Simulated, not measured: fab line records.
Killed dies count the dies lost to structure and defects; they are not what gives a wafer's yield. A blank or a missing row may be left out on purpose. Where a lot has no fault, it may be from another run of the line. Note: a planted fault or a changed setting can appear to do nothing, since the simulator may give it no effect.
A lot that was struck, set against a sound lot | flow sky130 | 43 out of 708 route steps
Sound: the wafers L902.3, L902.4, L902.6. Wafers struck: L907.1, L907.2. At the end, the cause is stated.
For every step that has rows: the tool of each side, followed by ch and its chambers, followed by its first start. Under that, the readings that differ: sound wafers | struck wafers | difference of the means | sigmas: that difference in standard deviations of wafers without a fault.
alike: readings whose means differ by less than 2 such deviations, and words and numbers that are the same on both sides. not compared: withheld readings, readings that some wafer has no value for, bounds like >300 that may hide the same value, and numbers for which the record gives no deviation and whose values overlap.
Wherever a step has rows on one side only, a row that says differs or no value, or a row with sigmas, the two part there. When numbers do not overlap yet have no deviation, they are printed without sigmas and do not part them. A reading that every wafer of one side lacks parts them only if that side has two wafers or more.

SKY_LDD_HVP_TW_MEAS_10:
  sound: filmMetro-04 at day 26 04:00; struck: filmMetro-02 at day 29 00:08
  alike: LDD_HVP_TW
then, 7 steps without rows for these wafers: SKY_LDD_LDN_DEHYDRATE_00 (time 60 s); SKY_LDD_LDN_HMDS_01 (prime time 60 s); SKY_LDD_LDN_COAT_02 (resist thk 1140 nm); SKY_LDD_LDN_SOFTBAKE_03 (time 60 s); SKY_LDD_LDN_EXPOSE_04 (exposes mask LDNTM, target cd 700 nm); SKY_LDD_LDN_PEB_05; SKY_LDD_LDN_DEVELOP_06 (develop time 60 s).
SKY_LDD_LDN_OVL_MEAS_07:
  sound: overlay-01 at day 27 08:41; struck: overlay-01 at day 30 04:11
  alike: LDD_LDN_OVL
then, 3 steps without rows for these wafers: SKY_LDD_LDN_IMPLANT_08; SKY_LDD_LDN_IMPLANT_09; SKY_LDD_LDN_IMPLANT_10.
SKY_LDD_LDN_IMPLANT_11:
  sound on implanter-01 ch 0, day 27 09:13; struck on implanter-01 ch 0, day 30 04:40
SKY_LDD_LDN_STRIP_12: strips in O2/N2.
  sound on plasmaAsher-04 ch 0,1, day 27 09:21; struck on plasmaAsher-01 ch 0,1, day 30 04:49
reading             | sound             | struck      | difference                   | sigmas
oesProductAu (a.u.) | 0.718 0.726 0.722 | 0.712 0.712 | -0.010                       | -2
rfHoursCounterH (h) | - - -             | 27 27       | no value on the sound wafers | 
  alike: drypumpMotorCurrentA, stripTimeToEndpointS
SKY_LDD_LDN_TW_MEAS_13:
  sound: filmMetro-03 at day 27 09:26; struck: filmMetro-03 at day 30 04:55
reading    | sound          | struck    | difference | sigmas
LDD_LDN_TW | 1479 1478 1481 | 1462 1466 | -15        | -2
then, 2 steps without rows for these wafers: SKY_LDD_LDN_CLEAN_14 (cleans in SC1/SC2, time 150 s); SKY_SPACER_CVD_00 (deposits Si3N4 from DCS/NH3, target thk 43.1 nm, time 740 s).
SKY_SPACER_THK_MEAS_01:
  sound: filmMetro-04 at day 27 10:45; struck: filmMetro-01 at day 30 07:20
  alike: SPACER_CVD_00_THK
SKY_SPACER_ETCHBACK_02: etches Si3N4 in CH3F/O2, stops on SiO2, time 46.7 s, target depth 45 nm.
  sound on rieDiel-04 ch 0,1,2, day 27 10:47; struck on rieDiel-01 ch 0,3, day 30 07:23
  alike: drypumpMotorCurrentA, oesProductAu, throttleValvePct
  not compared: rfHoursCounterH
then, 8 steps without rows for these wafers: SKY_POLY_CUT_DEHYDRATE_00 (time 60 s); SKY_POLY_CUT_HMDS_01 (prime time 60 s); SKY_POLY_CUT_COAT_02 (resist thk 60 nm); SKY_POLY_CUT_COAT_03 (resist thk 450 nm); SKY_POLY_CUT_SOFTBAKE_04 (time 90 s); SKY_POLY_CUT_EXPOSE_05 (exposes mask NPCM, target cd 270 nm); SKY_POLY_CUT_PEB_06; SKY_POLY_CUT_DEVELOP_07 (develop time 60 s).
SKY_POLY_CUT_CD_MEAS_08: the cd target is 270 nm.
  sound: cdSem-01 at day 28 15:20; struck: cdSem-02 at day 31 11:23
  alike: cdNm
SKY_POLY_CUT_OVL_MEAS_09:
  sound: overlay-02 at day 28 15:26; struck: overlay-02 at day 31 11:30
  alike: POLY_CUT_OVL
SKY_POLY_CUT_ETCH_10: etches BARC in N2/H2, stops on SiO2, time 45.9 s, target depth 60 nm.
  sound on rieDiel-03 ch 1,3, day 28 15:28; struck on rieDiel-03 ch 0,3, day 31 11:32
  alike: drypumpMotorCurrentA, oesProductAu, throttleValvePct
  not compared: rfHoursCounterH
SKY_POLY_CUT_ETCH_11: etches Si3N4 in CF4/CH2F2/Ar, stops on poly-Si, time 42.5 s, target depth 60 nm.
  sound on rieDiel-03 ch 1,3, day 28 15:30; struck on rieDiel-03 ch 0,3, day 31 11:35
reading             | sound             | struck      | difference | sigmas
oesProductAu (a.u.) | 0.826 0.823 0.815 | 0.839 0.833 | +0.015     | +2
  alike: drypumpMotorCurrentA, throttleValvePct
  not compared: rfHoursCounterH
SKY_POLY_CUT_STRIP_12: strips in O2/N2.
  sound on plasmaAsher-01 ch 0,1, day 28 15:34; struck on plasmaAsher-01 ch 0,1, day 31 11:37
reading             | sound | struck | difference                   | sigmas
rfHoursCounterH (h) | - - - | 30 30  | no value on the sound wafers | 
  alike: drypumpMotorCurrentA, oesProductAu, stripTimeToEndpointS
then, 7 steps without rows for these wafers: SKY_SD_P_DEHYDRATE_00 (time 60 s); SKY_SD_P_HMDS_01 (prime time 60 s); SKY_SD_P_COAT_02 (resist thk 1140 nm); SKY_SD_P_SOFTBAKE_03 (time 60 s); SKY_SD_P_EXPOSE_04 (exposes mask PSDM, target cd 380 nm); SKY_SD_P_PEB_05; SKY_SD_P_DEVELOP_06 (develop time 60 s).
SKY_SD_P_CD_MEAS_07: the cd target is 380 nm.
  sound: cdSem-01 at day 29 18:56; struck: cdSem-02 at day 32 14:48
  alike: cdNm
SKY_SD_P_OVL_MEAS_08:
  sound: overlay-01 at day 29 19:02; struck: overlay-02 at day 32 14:55
  alike: SD_P_OVL
next, for these wafers, 1 step has no rows: SKY_SD_P_IMPLANT_09.
-- record jumps: 18 days separate the struck wafers' starts on either side; left off in module SD_P, taken up again in module PAD_OPEN, whose first shown step is the route's number 708 --
SKY_PAD_OPEN_PROBE_99:
  sound: prober-02 at day 48 19:26; struck: prober-02 at day 50 11:55
reading                                   | sound             | struck        | difference | sigmas
model.etest.tipSonos.rsOhmSqRange         | 31.35 39.24 32.86 | 110 83.67     | +62        | 
model.etest.tipSonos.rsOhmSqRimLessCentre | 26.09 10.97 15.58 | -12.79 -37.01 | -42.45     | 

== WHERE THEY PART ==
At SKY_LDD_LDN_STRIP_12 first; at SKY_POLY_CUT_STRIP_12 last (within this record only). Later steps at which nothing parts them and some readings are alike: SKY_SD_P_CD_MEAS_07, SKY_SD_P_OVL_MEAS_08.

WHY: the cause the simulator had injected
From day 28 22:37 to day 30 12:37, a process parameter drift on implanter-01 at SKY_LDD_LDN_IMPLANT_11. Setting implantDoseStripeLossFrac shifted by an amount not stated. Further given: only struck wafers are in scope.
